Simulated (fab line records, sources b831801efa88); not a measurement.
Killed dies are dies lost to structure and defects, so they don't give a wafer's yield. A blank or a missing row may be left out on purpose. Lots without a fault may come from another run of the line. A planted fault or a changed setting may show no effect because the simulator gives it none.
fab line records | flow sky130
record lots=6 wafers=18 last_day=50
route steps=708 shown METAL4@627 VIA4@639 PAD_OPEN@708
lots that met no fault: from a run of the same line without faults
start_h: hours from the record's first day to the start of the lot's first wafer shown | wait_h: hours since the lot's step before | " the same as in the row above | L1.1+2: a row that stands for several wafers | - no value, or no start given | * or withheld: withheld | < > ~ a bound
route shown NAME@n: a module of which the file shows steps, and the number in the route of the first | usual: mean/standard deviation of fault-free wafers | same: alike in all rows | chamber/n: place in a boat | sites: the reading at each site | _std_site: their standard deviation | _edge_site: outer sites' mean less inner sites' | radius_mm: how far each site lies from the wafer's centre | mask NAME#n: copy n | behind: the tool/chamber that last shaped the wafer | hold: why the lot was held/for how many hours/how that ended | device: the transistor (n, p or np) that didn't switch | end of line: the same wafers' tests at the end of the route | a step without rows: its recipe alone | killed: dies lost to structure and defects at the first sort, not the wafer's yield | map: a wafer's dies, x killed, . not, _ none there
set.NAME: the setting as run; set.NAME@STEP: as run at that earlier step | model.NAME: the simulator's own value behind a step, which no gauge read
lots at some steps of the route; a table a step, a row a wafer
services: from which hour (start_h, from the record's first day; less than 0 if before it) a tool's chamber was out of use, for how many hours, and why
## steps
# step SKY_METAL4_PEB_11
# recipe peb_temp_c=withheld peb_time_s=withheld resist=KrF-thick
# step SKY_METAL4_DEVELOP_12
# recipe develop_time_s=60 resist=KrF-thick dev_temp_c=21
# step SKY_METAL4_CD_MEAS_13
# recipe target_cd_nm=300
# usual cd_nm=300.2/1.6
# columns lot.wafer tool chamber start_h wait_h cd_nm
L941.1 cd_sem-02 - 1009.67 - 300.8
L941.3 " - " " 300.8
L941.4 " - " " 301.5
L948.1 cd_sem-02 - 1057.36 - 299.6
L948.2 " - " " 299.9
L948.4 " - " " 298.6
L950.1 cd_sem-01 - 1069.06 - 300.7
L950.4 " - " " 300.0
L950.5 " - " " 300.6
L954.2 cd_sem-02 - 1085.98 - 298.1
L954.4 " - " " 300.8
L954.6 " - " " 298.4
L955.1 cd_sem-01 - 1089.71 - 299.1
L955.2 " - " " 300.3
L955.6 " - " " 300.2
L959.1 cd_sem-02 - 1123.89 - 300.1
L959.4 " - " " 300.0
L959.5 " - " " 301.4
# step SKY_METAL4_OVL_MEAS_14
# usual METAL4_OVL=2/5.3
# columns lot.wafer tool chamber start_h wait_h METAL4_OVL[nm]
L941.1 overlay-02 - 1009.79 0.1 4
L941.3 " - " " -2
L941.4 " - " " -7
L948.1 overlay-02 - 1057.48 0.1 -3
L948.2 " - " " 1
L948.4 " - " " -3
L950.1 overlay-02 - 1069.18 0.1 -8
L950.4 " - " " -2
L950.5 " - " " -7
L954.2 overlay-02 - 1086.09 0.1 7
L954.4 " - " " 2
L954.6 " - " " 6
L955.1 overlay-02 - 1089.83 0.1 0
L955.2 " - " " 2
L955.6 " - " " -1
L959.1 overlay-01 - 1124.01 0.1 6
L959.4 " - " " 6
L959.5 " - " " 10
# step SKY_METAL4_DESCUM_15
# recipe chemistry=O2 source_power_w=150 bias_power_w=0 pressure_mtorr=10 temp_c=40 time_s=8
# usual chamber_pressure_mTorr=9.999/0.0093 drypump_motor_current_A=5.65/0.27 oes_product_au=1.000/0.0078
# columns lot.wafer tool chamber start_h wait_h chamber_pressure_mTorr drypump_motor_current_A oes_product_au rf_hours_counter_h
L941.1 rie_metal-01 0 1009.83 0.0 10.009 5.50 1.007 16
L941.3 " 0 " " 10.016 5.46 1.016 -
L941.4 " 1 " " 10.005 5.67 1.010 -
L948.1 rie_metal-01 0 1057.52 0.0 9.997 5.46 0.995 19
L948.2 " 1 " " 10.010 5.68 0.993 21
L948.4 " 1 " " 9.998 5.69 1.004 -
L950.1 rie_metal-03 1 1069.22 0.0 10.008 5.85 0.991 23
L950.4 " 0 " " 9.983 5.93 0.998 -
L950.5 " 0 " " 10.006 5.88 0.992 -
L954.2 rie_metal-01 0 1086.12 0.0 9.986 5.46 1.009 22
L954.4 " 0 " " 9.984 5.44 0.995 -
L954.6 " 0 " " 9.993 5.46 1.005 -
L955.1 rie_metal-03 0 1089.87 0.0 9.994 5.83 0.990 16
L955.2 " 0 " " 10.002 5.83 1.006 -
L955.6 " 0 " " 9.992 5.82 0.992 -
L959.1 rie_metal-01 0 1124.05 0.0 10.022 5.46 0.992 25
L959.4 " 0 " " 10.004 5.46 1.002 -
L959.5 " 0 " " 9.995 5.45 1.001 -
# step SKY_METAL4_ETCH_16
# recipe chemistry=N2/H2 target=BARC ion_energy_ev=200 bias_w=100 pressure_mtorr=30 n2_flow_sccm=100 h2_flow_sccm=200 icp_w=500 stop_on=SiO2 time_s=88.2 target_depth_a=600
# usual chamber_pressure_mTorr=30.002/0.026 drypump_motor_current_A=5.66/0.27 oes_product_au=0.626/0.0047 throttle_valve_pct=13.206/0.0098
# columns lot.wafer tool chamber start_h wait_h chamber_pressure_mTorr drypump_motor_current_A oes_product_au rf_hours_counter_h throttle_valve_pct
L941.1 rie_metal-01 0 1009.86 0.0 29.975 5.45 0.624 16 13.204
L941.3 " 0 " " 29.960 5.47 0.630 - 13.212
L941.4 " 1 " " 29.972 5.71 0.630 - 13.195
L948.1 rie_metal-01 0 1057.55 0.0 30.030 5.48 0.626 19 13.195
L948.2 " 1 " " 30.006 5.70 0.626 21 13.207
L948.4 " 1 " " 30.035 5.71 0.622 - 13.202
L950.1 rie_metal-03 1 1069.25 0.0 29.975 5.85 0.626 23 13.209
L950.4 " 0 " " 29.993 5.86 0.615 - 13.215
L950.5 " 0 " " 29.997 5.87 0.633 - 13.209
L954.2 rie_metal-01 0 1086.15 0.0 30.013 5.47 0.634 22 13.215
L954.4 " 0 " " 30.005 5.46 0.627 - 13.205
L954.6 " 0 " " 29.984 5.46 0.633 - 13.192
L955.1 rie_metal-03 0 1089.93 0.1 29.985 5.87 0.627 16 13.189
L955.2 " 0 " " 30.005 5.90 0.625 - 13.204
L955.6 " 0 " " 30.014 5.90 0.629 - 13.215
L959.1 rie_metal-01 0 1124.08 0.0 30.010 5.46 0.622 25 13.214
L959.4 " 0 " " 29.991 5.45 0.630 - 13.203
L959.5 " 0 " " 29.980 5.45 0.635 - 13.217
# step SKY_METAL4_ETCH_17
# recipe target=SiO2 stop_on=TiN chemistry=C4F8/O2/Ar source_w=1500 bias_w=1200 pressure_mtorr=40 c4f8_flow_sccm=withheld O2_flow_sccm=6 Ar_flow_sccm=300 time_s=3.9 target_depth_a=150
# usual chamber_pressure_mTorr=40.00/0.037 oes_product_au=0.755/0.0072
# columns lot.wafer tool chamber start_h wait_h chamber_pressure_mTorr oes_product_au rf_hours_counter_h
L941.1 rie_diel-01 3 1009.96 0.1 39.99 0.759 26
L941.3 " 3 " " 39.98 0.755 -
L941.4 " 2 " " 40.00 0.764 -
L948.1 rie_diel-01 3 1057.65 0.1 40.00 0.748 27
L948.2 " 0 " " 40.05 0.744 23
L948.4 " 1 " " 39.98 0.763 17
L950.1 rie_diel-04 0 1069.35 0.1 39.92 0.759 15
L950.4 " 3 " " 40.01 0.765 10
L950.5 " 3 " " 39.94 0.757 -
L954.2 rie_diel-04 1 1086.25 0.1 40.00 0.753 11
L954.4 " 3 " " 39.94 0.757 11
L954.6 " 2 " " 39.93 0.765 -
L955.1 rie_diel-03 2 1090.13 0.2 40.00 0.754 11
L955.2 " 0 " " 40.02 0.761 0
L955.6 " 3 " " 39.94 0.762 -
L959.1 rie_diel-04 1 1124.18 0.1 39.98 0.756 12
L959.4 " 0 " " 39.96 0.765 17
L959.5 " 3 " " 39.97 0.756 -
# step SKY_METAL4_METAL_ETCH_18
# recipe target_depth_a=8450 stop_on=SiO2 over_etch_frac=0.3 time_s=183.1 chemistry=Cl2/BCl3 resist_sidewall_deg=88 pressure_mtorr=10 icp_w=900 bias_w=48.5 Cl2_flow_sccm=60 bcl3_flow_sccm=30
# usual chamber_pressure_mTorr=10.001/0.0089 drypump_motor_current_A=5.6/0.35 oes_product_au=0.865/0.008 throttle_valve_pct=22.265/0.009
# columns lot.wafer tool chamber start_h wait_h chamber_pressure_mTorr drypump_motor_current_A oes_product_au rf_hours_counter_h throttle_valve_pct
L941.1 rie_metal-04 0 1009.99 0.0 9.995 5.1 0.866 7 22.272
L941.3 " 1 " " 9.999 6.0 0.873 - 22.247
L941.4 " 0 " " 9.987 5.1 0.870 - 22.256
L948.1 rie_metal-04 1 1057.67 0.0 9.997 6.0 0.866 20 22.269
L948.2 " 0 " " 10.001 5.1 0.887 10 22.253
L948.4 " 0 " " 10.018 5.1 0.867 - 22.281
L950.1 rie_metal-01 0 1069.37 0.0 9.997 5.5 0.857 20 22.264
L950.4 " 1 " " 10.005 5.7 0.850 - 22.284
L950.5 " 0 " " 10.000 5.4 0.855 - 22.253
L954.2 rie_metal-03 0 1086.33 0.1 10.018 5.9 0.851 - 22.256
L954.4 " 0 " " 10.012 5.9 0.857 - 22.267
L954.6 " 0 " " 10.002 5.9 0.869 - 22.263
L955.1 rie_metal-01 1 1090.15 0.0 10.005 5.7 0.861 23 22.280
L955.2 " 0 " " 10.002 5.5 0.864 22 22.271
L955.6 " 1 " " 9.992 5.7 0.862 - 22.279
L959.1 rie_metal-04 1 1124.20 0.0 10.007 6.0 0.853 25 22.266
L959.4 " 0 " " 10.000 5.1 0.854 - 22.272
L959.5 " 0 " " 9.990 5.1 0.852 - 22.264
# step SKY_METAL4_STRIP_19
# recipe chemistry=O2/N2 power_w=1400 pressure_mtorr=1500 platen_temp_c=withheld o2_flow_sccm=3000 n2_flow_sccm=300 overash_fraction=0.5
# usual chamber_pressure_mTorr=1499.9/1.3 drypump_motor_current_A=5.77/0.18 o2_flow_sccm=3000/8 oes_product_au=0.502/0.0057 strip_time_to_endpoint_s=6.53/0.071
# same overash_fraction=0.5
# columns lot.wafer tool chamber start_h wait_h chamber_pressure_mTorr drypump_motor_current_A o2_flow_sccm oes_product_au rf_hours_counter_h strip_time_to_endpoint_s
L941.1 plasma_asher-03 0 1010.17 0.1 1498.6 5.62 3010 0.499 124 6.57
L941.3 " 0 " " 1502.7 5.60 3002 0.503 - 6.52
L941.4 " 1 " " 1499.8 6.24 2997 0.505 - 6.57
L948.1 plasma_asher-01 0 1057.90 0.2 1500.7 5.65 3005 0.505 59 6.53
L948.2 " 1 " " 1500.7 5.73 2997 0.502 59 6.57
L948.4 " 0 " " 1497.4 5.62 3009 0.506 - 6.54
L950.1 plasma_asher-02 1 1069.55 0.1 1500.5 5.88 2980 0.501 33 6.52
L950.4 " 0 " " 1498.9 5.70 3013 0.497 - 6.56
L950.5 " 1 " " 1499.8 5.91 2990 0.512 - 6.46
L954.2 plasma_asher-02 0 1086.62 0.2 1500.7 5.66 3001 0.502 34 6.50
L954.4 " 0 " " 1499.4 5.67 3002 0.515 - 6.63
L954.6 " 0 " " 1501.6 5.66 3013 0.507 - 6.55
L955.1 plasma_asher-01 1 1090.33 0.1 1500.6 5.74 3004 0.512 63 6.65
L955.2 " 0 " " 1497.9 5.60 3020 0.502 63 6.55
L955.6 " 0 " " 1499.3 5.61 3007 0.509 - 6.57
L959.1 plasma_asher-02 1 1124.38 0.1 1498.5 5.90 2989 0.507 38 6.45
L959.4 " 1 " " 1499.3 5.89 3003 0.503 - 6.49
L959.5 " 1 " " 1501.4 5.86 3015 0.500 - 6.52
# step SKY_METAL4_STRIP_20
# recipe chemistry=post_etch_residue_remover time_s=1200 temp_c=72.5
# step SKY_METAL4_CLEAN_21
# recipe chemistry=IPA time_s=180 temp_c=25
# step SKY_METAL4_CLEAN_22
# recipe chemistry=O3/DIW dry=n2_spin
# step SKY_VIA4_HDPCVD_00
# recipe material=SiO2 target_thk_nm=1750 sigma_open_frac=0.3 time_s=291.7 temp_c=400 sih4_flow_sccm=60 pressure_mtorr=6
# usual run_length_s=319.4/0.63
# columns lot.wafer tool chamber start_h wait_h run_length_s model.SiO2_of_VIA4_HDPCVD_00.thk_nm
L941.1 hdpcvd-01 1 1010.77 0.0 319.0 1796
L941.3 " 0 " " 319.1 1784
L941.4 " 2 " " 319.0 1746
L948.1 hdpcvd-02 0 1058.50 0.0 319.8 1711
L948.2 " 1 " " 320.5 1731
L948.4 " 1 " " 319.4 1738
L950.1 hdpcvd-02 1 1070.14 0.0 319.8 1715
L950.4 " 2 " " 320.1 1732
L950.5 " 1 " " 319.7 1731
L954.2 hdpcvd-01 1 1087.74 0.0 452.4 2545
L954.4 " 2 " " 451.9 2522
L954.6 " 2 " " 452.3 2527
L955.1 hdpcvd-01 0 1091.27 0.0 451.4 2573
L955.2 " 1 " " 451.8 2557
L955.6 " 1 " " 451.7 2542
L959.1 hdpcvd-02 2 1125.01 0.0 320.1 1751
L959.4 " 1 " " 319.6 1729
L959.5 " 0 " " 320.0 1732
# step SKY_VIA4_THK_MEAS_01
# recipe reads=SiO2_of_VIA4_HDPCVD_00
# usual VIA4_HDPCVD_THK=1747/20
# columns lot.wafer tool chamber start_h wait_h hold VIA4_HDPCVD_THK[nm]
L941.1 film_metro-02 - 1010.94 0.1 - 1796
L941.3 " - " " - 1783
L941.4 " - " " - 1744
L948.1 film_metro-03 - 1058.68 0.1 - 1712
L948.2 " - " " - 1730
L948.4 " - " " - 1740
L950.1 film_metro-02 - 1070.32 0.1 - 1716
L950.4 " - " " - 1734
L950.5 " - " " - 1732
L954.2 film_metro-04 - 1088.02 0.2 await_dispo/0.2h/release 2543
L954.4 " - " " await_dispo/0.2h/release 2522
L954.6 " - " " await_dispo/0.2h/release 2527
L954.2 film_metro-04 - 1088.24 0.2 - 2544
L954.4 " - " " - 2521
L954.6 " - " " - 2526
L955.1 film_metro-04 - 1091.45 0.1 await_dispo/0.2h/release 2573
L955.2 " - " " await_dispo/0.2h/release 2558
L955.6 " - " " await_dispo/0.2h/release 2544
L955.1 film_metro-04 - 1091.68 0.2 - 2573
L955.2 " - " " - 2556
L955.6 " - " " - 2543
L959.1 film_metro-02 - 1125.19 0.1 - 1751
L959.4 " - " " - 1730
L959.5 " - " " - 1731
# step SKY_PAD_OPEN_PROBE_99
# usual defect_limited_yield=82.5/2.1 killed_at_M0_to_M3=43/7.7 killed_at_M4_up=2.9/1.9 killed_at_contacts=24/5.9 killed_at_front_end=16/5.1 killed_at_other=0.3/0.63 killed_dies=86/10 killed_open=47/7.6 killed_short=39/6.8 sort_bin_3_pad_short=0.8/0.44 sort_bin_5_function=10.4/1.6 sort_bin_6_memory=6.3/1.1 sort_n_pass=406/10 sort_yield_pct=82.5/2.1
# same gross_dies=492 killed_at_back_side=0 sort_bin_4_leakage[%]=0 sort_bin_8_speed[%]=0
# columns lot.wafer tool chamber start_h wait_h defect_limited_yield[%] killed_at_M0_to_M3 killed_at_M4_up killed_at_contacts killed_at_front_end killed_at_other killed_dies killed_open killed_short sort_bin_3_pad_short[%] sort_bin_5_function[%] sort_bin_6_memory[%] sort_n_pass sort_yield_pct[%]
L941.1 prober-02 - 1103.19 0.1 85.4 42 1 15 13 1 72 42 29 0.2 9.6 4.9 420 85.4
L941.3 prober-02 - 1103.29 0.2 84.3 52 2 17 6 0 77 44 32 0.6 9.1 5.9 415 84.3
L941.4 prober-02 - 1103.34 0.2 82.3 50 1 24 9 3 87 47 37 1.0 10.4 6.3 405 82.3
L950.1 prober-01 - 1155.04 0.1 85.2 34 3 23 13 0 73 29 44 0.6 9.1 5.1 419 85.2
L950.4 prober-01 - 1155.19 0.2 83.7 37 0 22 21 0 80 40 40 0.8 9.3 6.1 412 83.7
L950.5 prober-01 - 1155.24 0.2 82.5 43 3 29 11 0 86 52 34 0.4 11.6 5.5 406 82.5
L955.1 prober-02 - 1171.03 0.1 83.1 38 5 16 24 0 83 43 39 0 10.4 6.5 409 83.1
L955.2 prober-02 - 1171.08 0.1 81.5 48 2 30 11 0 91 54 36 0.4 11.8 6.3 401 81.5
L955.6 prober-02 - 1171.28 0.2 81.1 48 5 20 20 0 93 54 38 0.4 12.6 5.9 399 81.1
# killed by level:class
L941.1 VIA3:geometric_particle:open=10 VIA1:geometric_particle:open=10 VIA1:geometric_particle:short=5 FIELD_ISO:geometric_particle:open=4 VIA2:geometric_particle:short=4 VIA2:geometric_particle:open=4 POLY_GATE:geometric_particle:open=3 LOCAL_INTERCONNECT:geometric_particle:short=3
L941.3 VIA1:geometric_particle:open=11 VIA1:geometric_particle:short=8 VIA2:geometric_particle:open=8 LI_CONTACT:geometric_particle:open=7 VIA2:geometric_particle:short=7 CONTACT:geometric_particle:open=6 VIA3:geometric_particle:open=5 VIA3:geometric_particle:short=5
L941.4 VIA1:geometric_particle:open=14 CONTACT:geometric_particle:open=8 VIA3:geometric_particle:open=8 LI_CONTACT:geometric_particle:open=7 LOCAL_INTERCONNECT:geometric_particle:short=6 VIA2:geometric_particle:short=6 METAL1:geometric_particle:short=5 VIA1:geometric_particle:short=5
L950.1 LOCAL_INTERCONNECT:geometric_particle:short=7 VIA1:geometric_particle:open=7 METAL1:geometric_particle:short=6 LI_CONTACT:geometric_particle:open=5 CONTACT:geometric_particle:short=5 CONTACT:geometric_particle:open=4 VIA3:geometric_particle:short=4 VIA1:geometric_particle:short=4
L950.4 FIELD_ISO:geometric_particle:short=10 VIA3:geometric_particle:open=9 LI_CONTACT:geometric_particle:open=7 VIA1:geometric_particle:open=7 LOCAL_INTERCONNECT:geometric_particle:short=6 CONTACT:geometric_particle:open=6 VIA2:geometric_particle:open=5 POLY_GATE:geometric_particle:short=3
L950.5 LI_CONTACT:geometric_particle:open=9 VIA1:geometric_particle:open=8 CONTACT:geometric_particle:open=8 VIA3:geometric_particle:open=8 VIA2:geometric_particle:open=6 METAL1:geometric_particle:short=5 FIELD_ISO:geometric_particle:open=4 LOCAL_INTERCONNECT:geometric_particle:open=4
L955.1 VIA1:geometric_particle:open=8 FIELD_ISO:geometric_particle:short=7 FIELD_ISO:geometric_particle:open=5 LI_CONTACT:geometric_particle:open=5 VIA3:geometric_particle:open=5 METAL2:geometric_particle:short=5 VIA3:geometric_particle:short=4 CONTACT:geometric_particle:open=4
L955.2 VIA1:geometric_particle:open=15 VIA2:geometric_particle:open=9 CONTACT:geometric_particle:open=8 LI_CONTACT:geometric_particle:open=8 METAL1:geometric_particle:short=7 LOCAL_INTERCONNECT:geometric_particle:short=6 VIA2:geometric_particle:short=5 FIELD_ISO:geometric_particle:open=4
L955.6 VIA2:geometric_particle:open=13 CONTACT:geometric_particle:open=8 VIA1:geometric_particle:open=8 FIELD_ISO:geometric_particle:open=7 METAL2:geometric_particle:short=7 LI_CONTACT:geometric_particle:open=5 VIA2:geometric_particle:short=5 METAL4:geometric_particle:short=4
## services
# columns tool chamber start_h hours kind
rie_diel-01 0 1008.25 7.5 repair
rie_diel-01 1 1009.36 1.3 repair
rie_diel-01 0 1016.01 5.3 repair
plasma_asher-03 - 1026.14 1.6 repair
plasma_asher-03 - 1027.72 2.8 pm
rie_diel-01 2 1029.59 14.3 repair
rie_diel-03 0 1047.64 - clean
rie_diel-03 0 1047.64 16.5 scheduled_down
rie_diel-03 0 1047.64 16.5 vent_cycle
plasma_asher-03 - 1055.25 9.0 pm
plasma_asher-03 0 1055.25 9.0 vent_cycle
plasma_asher-03 - 1059.56 2.2 repair
rie_metal-04 - 1068.95 1.4 pm
hdpcvd-01 0 1071.26 18.7 repair
rie_metal-01 1 1073.48 10.3 repair
rie_diel-03 0 1076.08 3.4 repair
rie_metal-03 1 1077.51 - clean
rie_metal-03 1 1077.51 18.6 scheduled_down
rie_metal-03 1 1077.51 18.6 vent_cycle
hdpcvd-02 1 1084.50 4.9 repair
hdpcvd-02 0 1103.96 9.2 repair
plasma_asher-03 - 1105.10 1.2 repair
rie_diel-03 3 1113.51 6.5 repair
plasma_asher-03 - 1119.48 19.4 repair
## key
first_sign step=SKY_VIA4_HDPCVD_00 reading=run_length_s direction=up sigmas=99+ usual=* struck=*
effect step=SKY_VIA4_THK_MEAS_01 reading=visit direction=added
effect step=SKY_VIA4_THK_MEAS_01 reading=VIA4_HDPCVD_THK direction=up sigmas=41 usual=1747 struck=2545
model_effect step=SKY_VIA4_HDPCVD_00 value=SiO2_of_VIA4_HDPCVD_00.thk_nm without=1747 struck=2544
met_at SKY_VIA4_HDPCVD_00
struck_wafers L954.2,L954.4,L954.6,L955.1,L955.2,L955.6
onset_between 1010.77 1087.74
fault kind=process_parameter_drift tool=hdpcvd-01 chamber=- onset_h=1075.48 steps=SKY_VIA4_HDPCVD_00 channel=time_s offset=* shape=step end_h=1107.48 acts_in=* stated=*
